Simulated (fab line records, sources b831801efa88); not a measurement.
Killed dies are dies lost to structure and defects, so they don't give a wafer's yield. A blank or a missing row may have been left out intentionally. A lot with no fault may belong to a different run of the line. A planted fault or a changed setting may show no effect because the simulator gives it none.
The tool behind it: which one? + flow sky130 + 12 lots with 34 wafers sampled at 5 steps, on a route of 708 steps

== WHAT EACH GAUGE READ, for each wafer ==
SKY_VIA1_CD_MEAS_12: target cd 150 nm. Usual: cd nm at 150.1 nm, with a standard deviation of 1.7.
| lot  | measured     | on        | cd nm (nm)        | flag |
|------|--------------|-----------|-------------------|------|
| L321 | day 34 04:13 | cd sem-02 | 151.0 150.1 151.8 |      |
| L322 | day 34 09:32 | cd sem-02 | 149.3 149.6 149.0 |      |
| L326 | day 35 17:05 | cd sem-01 | 148.7 148.5 148.2 |      |
| L327 | day 36 07:50 | cd sem-02 | 149.5 151.9       |      |
| L330 | day 37 08:06 | cd sem-02 | 150.9 151.5       |      |
| L336 | day 39 08:02 | cd sem-01 | 152.7 154.6 153.7 |      |
| L337 | day 39 08:52 | cd sem-02 | 148.5 149.7 150.1 |      |
| L338 | day 39 15:52 | cd sem-02 | 148.1 147.6 148.9 |      |
| L339 | day 39 21:54 | cd sem-01 | 150.1 148.5 147.8 |      |
| L341 | day 41 00:28 | cd sem-01 | 149.9 151.7 150.4 |      |
| L342 | day 41 08:01 | cd sem-01 | 148.4 149.3 148.9 |      |
| L344 | day 41 18:37 | cd sem-02 | 150.5 152.4 152.3 |      |

SKY_CAPM_THK_MEAS_04: measures by xrf. Usual: CAPM_TIN_THK 202.5 nm, standard deviation 2.1.
| lot  | measured     | on            | CAPM_TIN_THK (nm) | flag |
|------|--------------|---------------|-------------------|------|
| L321 | day 36 15:47 | film metro-03 | 204.4 203.2 203.8 |      |
| L322 | day 36 20:25 | film metro-04 | 202.4 205.1 200.9 |      |
| L326 | day 38 03:07 | film metro-04 | 204.7 206.5 206.9 |      |
| L327 | day 38 18:43 | film metro-03 | 199.8             |      |
| L330 | day 39 17:45 | film metro-04 | 199.4             |      |
| L336 | day 41 14:59 | film metro-01 | 203.7 203.0 204.2 |      |
| L337 | day 41 15:28 | film metro-03 | 199.5 205.1 200.8 |      |
| L338 | day 41 22:35 | film metro-03 | 203.9 202.9 201.9 |      |
| L339 | day 42 04:38 | film metro-01 | 203.6 203.8 205.3 |      |
| L341 | day 43 05:21 | film metro-03 | 204.9 204.4 203.5 |      |
| L342 | day 43 13:21 | film metro-03 | 203.8 206.0 205.7 |      |
| L344 | day 43 21:56 | film metro-03 | 201.2 202.0 203.8 |      |

== WHICH TOOL RAN EACH LOT (tool, then ch and the chambers of the sampled wafers, then the start) ==
| lot  | SKY_VIA2_ETCH_15                   | SKY_VIA2_STRIP_16                    | SKY_CAPM_SPUTTER_02          |
|------|------------------------------------|--------------------------------------|------------------------------|
| L321 | rie diel-04 ch 2,3, day 36 13:58   | plasma asher-03 ch 0,1, day 36 14:01 | pvd sputter-02, day 36 15:34 |
| L322 | rie diel-01 ch 0,1,3, day 36 18:37 | plasma asher-03 ch 0,1, day 36 18:41 | pvd sputter-02, day 36 20:11 |
| L326 | rie diel-02 ch 1,2,3, day 38 01:19 | plasma asher-04 ch 0,1, day 38 01:22 | pvd sputter-04, day 38 02:52 |
| L327 | rie diel-04 ch 0,1, day 38 16:55   | plasma asher-04 ch 1, day 38 16:59   | pvd sputter-03, day 38 18:29 |
| L330 | rie diel-04 ch 0,2, day 39 15:55   | plasma asher-02 ch 1, day 39 16:01   | pvd sputter-03, day 39 17:32 |
| L336 | rie diel-02 ch 0,2, day 41 13:10   | plasma asher-02 ch 1, day 41 13:14   | pvd sputter-02, day 41 14:45 |
| L337 | rie diel-01 ch 0,1,2, day 41 13:40 | plasma asher-04 ch 0,1, day 41 13:43 | pvd sputter-04, day 41 15:14 |
| L338 | rie diel-04 ch 0,1,3, day 41 20:40 | plasma asher-04 ch 0,1, day 41 20:44 | pvd sputter-02, day 41 22:21 |
| L339 | rie diel-04 ch 0,1,2, day 42 02:46 | plasma asher-03 ch 0,1, day 42 02:52 | pvd sputter-03, day 42 04:23 |
| L341 | rie diel-02 ch 1,3, day 43 03:34   | plasma asher-03 ch 0,1, day 43 03:37 | pvd sputter-02, day 43 05:07 |
| L342 | rie diel-04 ch 1,2,3, day 43 11:34 | plasma asher-04 ch 0,1, day 43 11:37 | pvd sputter-03, day 43 13:07 |
| L344 | rie diel-04 ch 0,2,3, day 43 20:09 | plasma asher-04 ch 0,1, day 43 20:13 | pvd sputter-02, day 43 21:41 |
- SKY_VIA2_ETCH_15: etches SiO2 in C4F8/O2/Ar, stops on TiN, target depth 546 nm, time 84 s.
- SKY_VIA2_STRIP_16: strips in O2/N2.
- SKY_CAPM_SPUTTER_02: material TiN, target thk 200 nm, time 166.7 s.

== WHAT THE TOOLS THEMSELVES READ (means of the sampled wafers that have a number; where no wafer has one, the mark that the record gives instead) ==
SKY_VIA2_ETCH_15. Usual: oes product au 0.939 a.u., standard deviation 0.0048; run length s 112.3 s, standard deviation 0.41.
| lot  | tool        | oes product au (a.u.) | run length s (s) | flag |
|------|-------------|-----------------------|------------------|------|
| L321 | rie diel-04 | 0.939                 | 112.5            |      |
| L322 | rie diel-01 | 0.942                 | 112.1            |      |
| L326 | rie diel-02 | 0.945                 | 112.2            |      |
| L327 | rie diel-04 | 0.971                 | 99.6             | OFF  |
| L330 | rie diel-04 | 0.972                 | 99.3             | OFF  |
| L336 | rie diel-02 | 0.935                 | 112.3            |      |
| L337 | rie diel-01 | 0.938                 | 112.5            |      |
| L338 | rie diel-04 | 0.939                 | 112.3            |      |
| L339 | rie diel-04 | 0.942                 | 112.4            |      |
| L341 | rie diel-02 | 0.941                 | 111.9            |      |
| L342 | rie diel-04 | 0.941                 | 112.6            |      |
| L344 | rie diel-04 | 0.940                 | 112.6            |      |

SKY_VIA2_STRIP_16. Usual: drypump motor current A 5.19 A, standard deviation 0.17; n2 flow sccm 300.1 sccm, standard deviation 0.89; oes product au 0.398 a.u., standard deviation 0.0041; strip time to endpoint s 4.043 s, standard deviation 0.028.
| lot  | tool            | drypump motor current A (A) | n2 flow sccm (sccm) | oes product au (a.u.) | strip time to endpoint s (s) | flag |
|------|-----------------|-----------------------------|---------------------|-----------------------|------------------------------|------|
| L321 | plasma asher-03 | 5.26                        | 300.5               | 0.399                 | 4.031                        |      |
| L322 | plasma asher-03 | 5.32                        | 299.4               | 0.398                 | 4.070                        |      |
| L326 | plasma asher-04 | 5.01                        | 299.7               | 0.403                 | 4.035                        |      |
| L327 | plasma asher-04 | 5.21                        | 300.7               | 0.405                 | 4.204                        | OFF  |
| L330 | plasma asher-02 | 5.37                        | 301.2               | 0.408                 | 4.214                        | OFF  |
| L336 | plasma asher-02 | 5.39                        | 299.7               | 0.400                 | 4.054                        |      |
| L337 | plasma asher-04 | 5.11                        | 300.5               | 0.398                 | 4.045                        |      |
| L338 | plasma asher-04 | 5.09                        | 299.8               | 0.397                 | 4.027                        |      |
| L339 | plasma asher-03 | 5.25                        | 299.8               | 0.398                 | 4.053                        |      |
| L341 | plasma asher-03 | 5.25                        | 299.2               | 0.398                 | 4.042                        |      |
| L342 | plasma asher-04 | 5.01                        | 300.7               | 0.399                 | 4.054                        |      |
| L344 | plasma asher-04 | 5.02                        | 299.8               | 0.399                 | 4.064                        |      |

SKY_CAPM_SPUTTER_02. Usual: throttle valve pct at 29.5 %, with a standard deviation of 1.2.
| lot  | tool           | throttle valve pct (%) | flag |
|------|----------------|------------------------|------|
| L321 | pvd sputter-02 | 29.4                   |      |
| L322 | pvd sputter-02 | 28.4                   |      |
| L326 | pvd sputter-04 | 29.6                   |      |
| L327 | pvd sputter-03 | 30.3                   |      |
| L330 | pvd sputter-03 | 30.3                   |      |
| L336 | pvd sputter-02 | 28.9                   |      |
| L337 | pvd sputter-04 | 29.6                   |      |
| L338 | pvd sputter-02 | 28.4                   |      |
| L339 | pvd sputter-03 | 30.5                   |      |
| L341 | pvd sputter-02 | 29.3                   |      |
| L342 | pvd sputter-03 | 30.1                   |      |
| L344 | pvd sputter-02 | 30.1                   |      |

== THE ANSWER, worked out from the rows above alone ==
Rule: a lot counts as off when the mean over its wafers that have a number is more than 3 standard deviations away from the usual mean. A lot without any number at a reading at which 4 lots or more have one is off too. The other lots that the step has rows for count as sound. The gauges are gone through in route order, then the tools' own readings, and for those a lot's mean is taken as printed above. At the first step where some lot is off, the reading lying furthest off is the one used; lots without a number count as furthest.
Off: L327, L330 (SKY_VIA2_ETCH_15, run length s).
A tool fits if, at that step or a process step before it, it ran every lot that is off, and no sound lot after the first of them. No candidate that was tried fits.

== WHAT THE SIMULATOR HAD INSERTED ==
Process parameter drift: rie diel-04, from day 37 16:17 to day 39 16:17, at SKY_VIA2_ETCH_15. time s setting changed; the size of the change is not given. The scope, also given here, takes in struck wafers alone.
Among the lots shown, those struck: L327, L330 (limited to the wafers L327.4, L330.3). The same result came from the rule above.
